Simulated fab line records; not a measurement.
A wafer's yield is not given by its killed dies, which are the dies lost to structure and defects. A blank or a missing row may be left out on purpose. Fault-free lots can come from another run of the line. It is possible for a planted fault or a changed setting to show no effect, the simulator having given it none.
Which of the tools did it? || flow gf180mcu || 13 lots with 39 wafers sampled at 5 steps, on a route of 602 steps

WHAT THE GAUGES READ, wafer by wafer
GF_STI_BOW_MEAS_00.
{"lot": "L826", "measured": "day 1 15:00", "on": "film-metro-03", "INCOMING_BOW (um)": "9 -1 -6"}
{"lot": "L827", "measured": "day 1 20:00", "on": "film-metro-03", "INCOMING_BOW (um)": "-8 -6 -7"}
{"lot": "L829", "measured": "day 2 06:01", "on": "film-metro-02", "INCOMING_BOW (um)": "3 -9 4"}
{"lot": "L833", "measured": "day 3 02:02", "on": "film-metro-02", "INCOMING_BOW (um)": "-3 -6 1"}
{"lot": "L834", "measured": "day 3 07:00", "on": "film-metro-02", "INCOMING_BOW (um)": "3 6 3"}
{"lot": "L835", "measured": "day 3 12:00", "on": "film-metro-03", "INCOMING_BOW (um)": "-3 -2 3"}
{"lot": "L837", "measured": "day 3 22:02", "on": "film-metro-02", "INCOMING_BOW (um)": "2 -4 3"}
{"lot": "L838", "measured": "day 4 03:00", "on": "film-metro-01", "INCOMING_BOW (um)": "5 -10 8"}
{"lot": "L843", "measured": "day 5 04:04", "on": "film-metro-03", "INCOMING_BOW (um)": "3 -9 4"}
{"lot": "L844", "measured": "day 5 09:00", "on": "film-metro-03", "INCOMING_BOW (um)": "7 -10 0"}
{"lot": "L846", "measured": "day 5 19:04", "on": "film-metro-01", "INCOMING_BOW (um)": "5 7 -9"}
{"lot": "L847", "measured": "day 6 00:01", "on": "film-metro-01", "INCOMING_BOW (um)": "-2 2 11"}
{"lot": "L848", "measured": "day 6 05:00", "on": "film-metro-03", "INCOMING_BOW (um)": "2 1 -3"}

GF_HV_LDD_OVL_MEAS_47.
{"lot": "L826", "measured": "day 13 00:54", "on": "overlay-02", "HV_LDD_03_OVL (nm)": "0.4 -0.2 1.6"}
{"lot": "L827", "measured": "day 13 02:48", "on": "overlay-02", "HV_LDD_03_OVL (nm)": "-1.0 0.3 0.9"}
{"lot": "L829", "measured": "day 13 16:19", "on": "overlay-02", "HV_LDD_03_OVL (nm)": "-0.5 -1.5 -1.8"}
{"lot": "L833", "measured": "day 14 20:34", "on": "overlay-02", "HV_LDD_03_OVL (nm)": "-3.3 -3.6 -3.4"}
{"lot": "L834", "measured": "day 15 09:14", "on": "overlay-01", "HV_LDD_03_OVL (nm)": "0.4 -0.6 -0.7"}
{"lot": "L835", "measured": "day 15 17:02", "on": "overlay-01", "HV_LDD_03_OVL (nm)": "1.3 0.8 -0.2"}
{"lot": "L837", "measured": "day 16 11:43", "on": "overlay-01", "HV_LDD_03_OVL (nm)": "-2.6 -1.9 -2.2"}
{"lot": "L838", "measured": "day 16 14:50", "on": "overlay-01", "HV_LDD_03_OVL (nm)": "-1.4 -1.2 0.0"}
{"lot": "L843", "measured": "day 18 12:28", "on": "overlay-01", "HV_LDD_03_OVL (nm)": "-0.6 0.4 -2.2"}
{"lot": "L844", "measured": "day 18 21:17", "on": "overlay-01", "HV_LDD_03_OVL (nm)": "-0.9 -1.2 -0.3"}
{"lot": "L846", "measured": "day 19 07:45", "on": "overlay-01", "HV_LDD_03_OVL (nm)": "-1.6 -0.4 -2.3"}
{"lot": "L847", "measured": "day 19 17:20", "on": "overlay-02", "HV_LDD_03_OVL (nm)": "-2.1 -2.6 -3.0"}
{"lot": "L848", "measured": "day 20 00:54", "on": "overlay-02", "HV_LDD_03_OVL (nm)": "-1.8 -2.1 -0.8"}

GF_HV_LDD_RS_MEAS_53: the measuring method here is four-point-probe.
{"lot": "L826", "measured": "day 13 01:27", "on": "film-metro-04", "HV_LDD_RS (ohm/sq)": "419.4 419.0 419.8"}
{"lot": "L827", "measured": "day 13 03:19", "on": "film-metro-04", "HV_LDD_RS (ohm/sq)": "419.5 419.2 418.8"}
{"lot": "L829", "measured": "day 13 16:47", "on": "film-metro-04", "HV_LDD_RS (ohm/sq)": "417.9 418.8 417.7"}
{"lot": "L833", "measured": "day 14 21:04", "on": "film-metro-03", "HV_LDD_RS (ohm/sq)": "417.9 418.5 418.5"}
{"lot": "L834", "measured": "day 15 09:42", "on": "film-metro-01", "HV_LDD_RS (ohm/sq)": "420.3 418.9 419.4"}
{"lot": "L835", "measured": "day 15 17:29", "on": "film-metro-01", "HV_LDD_RS (ohm/sq)": "418.2 417.7 418.4"}
{"lot": "L837", "measured": "day 16 12:16", "on": "film-metro-04", "HV_LDD_RS (ohm/sq)": "417.9 418.8 417.3"}
{"lot": "L838", "measured": "day 16 15:18", "on": "film-metro-01", "HV_LDD_RS (ohm/sq)": "419.0 418.3 417.7"}
{"lot": "L843", "measured": "day 18 12:59", "on": "film-metro-03", "HV_LDD_RS (ohm/sq)": "418.9 419.2 418.8"}
{"lot": "L844", "measured": "day 18 21:45", "on": "film-metro-04", "HV_LDD_RS (ohm/sq)": "426.2 427.2 427.9"}
{"lot": "L846", "measured": "day 19 08:16", "on": "film-metro-01", "HV_LDD_RS (ohm/sq)": "425.3 426.2 425.2"}
{"lot": "L847", "measured": "day 19 17:49", "on": "film-metro-04", "HV_LDD_RS (ohm/sq)": "427.1 426.6 427.2"}
{"lot": "L848", "measured": "day 20 01:22", "on": "film-metro-04", "HV_LDD_RS (ohm/sq)": "418.7 419.3 418.4"}

EACH LOT AND THE TOOL THAT RAN IT (in order: tool; ch and the chambers of the sampled wafers; start)
{"lot": "L826", "GF_STI_CMP_25": "cmp-02 ch 0,2,3, day 2 12:02", "GF_HV_LDD_IMPLANT_09": "implanter-03 ch 0, day 10 14:29"}
{"lot": "L827", "GF_STI_CMP_25": "cmp-01 ch 0,1,3, day 2 17:38", "GF_HV_LDD_IMPLANT_09": "implanter-02 ch 0, day 10 17:25"}
{"lot": "L829", "GF_STI_CMP_25": "cmp-02 ch 0,1,2, day 3 01:29", "GF_HV_LDD_IMPLANT_09": "implanter-03 ch 0, day 11 05:22"}
{"lot": "L833", "GF_STI_CMP_25": "cmp-01 ch 0,3, day 3 20:56", "GF_HV_LDD_IMPLANT_09": "implanter-04 ch 0, day 12 07:50"}
{"lot": "L834", "GF_STI_CMP_25": "cmp-01 ch 0,3, day 4 02:19", "GF_HV_LDD_IMPLANT_09": "implanter-04 ch 0, day 12 18:46"}
{"lot": "L835", "GF_STI_CMP_25": "cmp-02 ch 0,1,2, day 4 09:31", "GF_HV_LDD_IMPLANT_09": "implanter-04 ch 0, day 13 01:49"}
{"lot": "L837", "GF_STI_CMP_25": "cmp-02 ch 0,1,3, day 4 17:29", "GF_HV_LDD_IMPLANT_09": "implanter-03 ch 0, day 13 18:47"}
{"lot": "L838", "GF_STI_CMP_25": "cmp-02 ch 1,2,3, day 4 22:55", "GF_HV_LDD_IMPLANT_09": "implanter-02 ch 0, day 13 20:56"}
{"lot": "L843", "GF_STI_CMP_25": "cmp-01 ch 0,1, day 6 00:29", "GF_HV_LDD_IMPLANT_09": "implanter-04 ch 0, day 15 16:02"}
{"lot": "L844", "GF_STI_CMP_25": "cmp-02 ch 0,1,2, day 6 07:17", "GF_HV_LDD_IMPLANT_09": "implanter-03 ch 0, day 15 23:46"}
{"lot": "L846", "GF_STI_CMP_25": "cmp-01 ch 2,3, day 6 15:35", "GF_HV_LDD_IMPLANT_09": "implanter-03 ch 0, day 16 09:44"}
{"lot": "L847", "GF_STI_CMP_25": "cmp-01 ch 2,3, day 6 20:59", "GF_HV_LDD_IMPLANT_09": "implanter-03 ch 0, day 16 18:35"}
{"lot": "L848", "GF_STI_CMP_25": "cmp-02 ch 0,2,3, day 7 02:37", "GF_HV_LDD_IMPLANT_09": "implanter-02 ch 0, day 17 00:52"}
- GF_STI_CMP_25: polishes, stops on Si3N4, t overpolish 33 s, target thk 524.6 nm.
- GF_HV_LDD_IMPLANT_09

AS READ BY THE TOOLS THEMSELVES (means over the sampled wafers that have a number; for cases with no such wafer, the mark the record gives instead)
GF_STI_CMP_25.
{"lot": "L826", "tool": "cmp-02", "motor-current-A (A)": 11.5, "overpolish-run-s (s)": 32.998, "time-to-endpoint-s (s)": 127}
{"lot": "L827", "tool": "cmp-01", "motor-current-A (A)": 14.2, "overpolish-run-s (s)": 32.996, "time-to-endpoint-s (s)": 125}
{"lot": "L829", "tool": "cmp-02", "motor-current-A (A)": 11.4, "overpolish-run-s (s)": 32.998, "time-to-endpoint-s (s)": 129}
{"lot": "L833", "tool": "cmp-01", "motor-current-A (A)": 12.9, "overpolish-run-s (s)": 32.996, "time-to-endpoint-s (s)": 131}
{"lot": "L834", "tool": "cmp-01", "motor-current-A (A)": 13.6, "overpolish-run-s (s)": 33.005, "time-to-endpoint-s (s)": 127}
{"lot": "L835", "tool": "cmp-02", "motor-current-A (A)": 11.3, "overpolish-run-s (s)": 33.002, "time-to-endpoint-s (s)": 131}
{"lot": "L837", "tool": "cmp-02", "motor-current-A (A)": 11.5, "overpolish-run-s (s)": 33.009, "time-to-endpoint-s (s)": 128}
{"lot": "L838", "tool": "cmp-02", "motor-current-A (A)": 12.8, "overpolish-run-s (s)": 32.995, "time-to-endpoint-s (s)": 129}
{"lot": "L843", "tool": "cmp-01", "motor-current-A (A)": 14.7, "overpolish-run-s (s)": 33.000, "time-to-endpoint-s (s)": 123}
{"lot": "L844", "tool": "cmp-02", "motor-current-A (A)": 11.7, "overpolish-run-s (s)": 33.000, "time-to-endpoint-s (s)": 135}
{"lot": "L846", "tool": "cmp-01", "motor-current-A (A)": 13.6, "overpolish-run-s (s)": 32.998, "time-to-endpoint-s (s)": 120}
{"lot": "L847", "tool": "cmp-01", "motor-current-A (A)": 13.1, "overpolish-run-s (s)": 33.004, "time-to-endpoint-s (s)": 123}
{"lot": "L848", "tool": "cmp-02", "motor-current-A (A)": 11.6, "overpolish-run-s (s)": 33.000, "time-to-endpoint-s (s)": 136}

GF_HV_LDD_IMPLANT_09.
{"lot": "L826", "tool": "implanter-03", "beam-energy-keV": 40.003, "dose-ions-cm2": 1e+14, "tilt-deg (degrees)": 7.002}
{"lot": "L827", "tool": "implanter-02", "beam-energy-keV": 39.989, "dose-ions-cm2": 1e+14, "tilt-deg (degrees)": 6.975}
{"lot": "L829", "tool": "implanter-03", "beam-energy-keV": 40.009, "dose-ions-cm2": 1e+14, "tilt-deg (degrees)": 7.008}
{"lot": "L833", "tool": "implanter-04", "beam-energy-keV": 39.988, "dose-ions-cm2": 1e+14, "tilt-deg (degrees)": 7.023}
{"lot": "L834", "tool": "implanter-04", "beam-energy-keV": 40.005, "dose-ions-cm2": 1e+14, "tilt-deg (degrees)": 6.994}
{"lot": "L835", "tool": "implanter-04", "beam-energy-keV": 40.002, "dose-ions-cm2": 1e+14, "tilt-deg (degrees)": 7.028}
{"lot": "L837", "tool": "implanter-03", "beam-energy-keV": 39.992, "dose-ions-cm2": 1e+14, "tilt-deg (degrees)": 6.998}
{"lot": "L838", "tool": "implanter-02", "beam-energy-keV": 40.001, "dose-ions-cm2": 1e+14, "tilt-deg (degrees)": 7.014}
{"lot": "L843", "tool": "implanter-04", "beam-energy-keV": 40.012, "dose-ions-cm2": 1e+14, "tilt-deg (degrees)": 6.972}
{"lot": "L844", "tool": "implanter-03", "beam-energy-keV": 40.017, "dose-ions-cm2": 1e+14, "tilt-deg (degrees)": 7.002}
{"lot": "L846", "tool": "implanter-03", "beam-energy-keV": 40.005, "dose-ions-cm2": 1e+14, "tilt-deg (degrees)": 7.000}
{"lot": "L847", "tool": "implanter-03", "beam-energy-keV": 40.018, "dose-ions-cm2": 1e+14, "tilt-deg (degrees)": 6.993}
{"lot": "L848", "tool": "implanter-02", "beam-energy-keV": 39.977, "dose-ions-cm2": 1e+14, "tilt-deg (degrees)": 6.981}

THE ANSWER, worked out from the rows above alone
Rule: what is usual is taken from the lots themselves. The widest of any qualifying gaps counts: lots, ordered by their means at a reading, are off when they make up no more than a third of the lots, leave a main group of 4 or more, and stand apart from it by 3 or more times the standard deviation of that group's means. A main group whose means are all the same, to the digits that the tables above print for the reading, isn't used. Also off: a lot with no number at a reading for which 4 or more lots have one. The other lots that the step has rows for count as sound. First the gauges in route order, then the tools' own readings, where a lot's mean is used as printed above. The first step at which some lot is off is used, and at that step the reading that is off furthest; a lot without a number counts as furthest.
Off: at GF_HV_LDD_RS_MEAS_53 (HV_LDD_RS), L844, L846, L847. Main group: mean 418.7 ohm/sq, sd 0.54.
A tool fits if, at a process step before that reading, it ran every lot that is off, and no sound lot after the first of them. The gauges at GF_HV_LDD_RS_MEAS_53 are tried like those tools. One candidate fits, namely implanter-03 at GF_HV_LDD_IMPLANT_09. Its last sound lot is L837 (day 13 18:47), its first lot that is off L844 (day 15 23:46): a fault that began between those two fits.

WHAT THE SIMULATOR PUT IN
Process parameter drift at GF_HV_LDD_IMPLANT_09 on implanter-03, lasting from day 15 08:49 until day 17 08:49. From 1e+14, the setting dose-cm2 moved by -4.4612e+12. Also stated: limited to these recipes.
Lots struck among those shown: L844, L846, L847. The rule given above showed the same thing.
